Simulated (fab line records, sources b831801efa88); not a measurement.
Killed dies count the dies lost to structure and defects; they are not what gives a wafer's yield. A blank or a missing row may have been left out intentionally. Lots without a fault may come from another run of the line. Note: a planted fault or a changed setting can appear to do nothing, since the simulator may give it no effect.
A struck lot beside a sound one :: flow gf180mcu :: 15 steps out of a route of 602
Sound: wafers L609.2, L609.3, L609.4. Wafers struck: L620.1, L620.2, L620.3. At the end, the cause is stated.
Per side, at each step with rows, come the tool, then ch with its chambers, and then its first start. Under that, the readings that differ: sound wafers :: struck wafers :: difference of the means :: sigmas: that difference in standard deviations of wafers without a fault.
alike: a reading whose means differ by less than 2 such deviations, as well as words and numbers matching on both sides. not compared: withheld readings; readings where some wafer has no value; bounds like >300 that might hide an equal value; numbers whose values overlap and for which the record gives no deviation.
Wherever a step has rows on one side only, a row that says differs or no value, or a row with sigmas, the two part there. When numbers do not overlap yet have no deviation, they are printed without sigmas and do not part them. A reading that every wafer of one side lacks parts them only if that side has two wafers or more.

GF_HV_LDD_STRIP_37: strips in O2/N2.
  sound on plasma asher-02 ch 0,1, day 13 14:53; struck on plasma asher-02 ch 0,1, day 17 12:11
reading: strip time to endpoint s (s)
sound: 12.696 12.669 12.675
struck: 12.613 12.611 12.587
difference: -0.076
sigmas: -3
  alike: chamber pressure mTorr, drypump motor current A, heater power w, oes product au
  not compared: rf hours counter h
GF_HV_LDD_TW_MEAS_38:
  struck on film metro-04, day 17 12:17; sound on film metro-01, day 13 14:59
  alike: HV_LDD_3_TW
then, 7 steps without rows for these wafers: GF_HV_LDD_DEHYDRATE_39 (time 60 s); GF_HV_LDD_HMDS_40 (prime time 60 s); GF_HV_LDD_COAT_41 (resist thk 1000 nm); GF_HV_LDD_SOFTBAKE_42 (time 60 s); GF_HV_LDD_EXPOSE_43 (exposes mask Pplus HV AREA, target cd 400 nm); GF_HV_LDD_PEB_44; GF_HV_LDD_DEVELOP_45 (develop time 60 s).
GF_HV_LDD_CD_MEAS_46: target cd 400 nm.
  struck on cd sem-01, day 18 11:32; sound on cd sem-01, day 14 11:22
  alike: cd nm
GF_HV_LDD_OVL_MEAS_47:
  struck on overlay-01, day 18 11:39; sound on overlay-02, day 14 11:29
  alike: HV_LDD_03_OVL
following that, these wafers have no rows for 1 step: GF_HV_LDD_IMPLANT_48.
GF_HV_LDD_STRIP_49: strips in O2/N2.
  sound on plasma asher-04 ch 0,1, day 14 11:40; struck on plasma asher-04 ch 0,1, day 18 11:50
  no value came back on the struck wafers for any of 5 readings (chamber pressure mTorr (mTorr), drypump motor current A (A) and others); on the sound wafers chamber pressure mTorr (mTorr) reads 1501.2 1500.4 1498.2
reading: model.NOVOLAK_of_HV_LDD_COAT_41.thk nm (nm)
sound: 0 0 0
struck: 1002 1002 1003
difference: +1002
sigmas: 
  not compared: rf hours counter h
GF_HV_LDD_TW_MEAS_50:
  struck on film metro-01, day 18 11:56; sound on film metro-04, day 14 11:46
  alike: HV_LDD_4_TW
-- here the record skips 15 days between the struck wafers' starts before and after, leaving off in module HV_LDD and picking up in module PASSIVATION (first step shown: number 602 of the route) --
GF_PASSIVATION_PROBE_99:
  record: rows for the struck wafers here (prober-02, day 33 20:56), none for the sound ones

WHERE THEY PART
First at GF_HV_LDD_STRIP_37; last, within this record, at GF_PASSIVATION_PROBE_99.

WHY: what had been put in by the simulator
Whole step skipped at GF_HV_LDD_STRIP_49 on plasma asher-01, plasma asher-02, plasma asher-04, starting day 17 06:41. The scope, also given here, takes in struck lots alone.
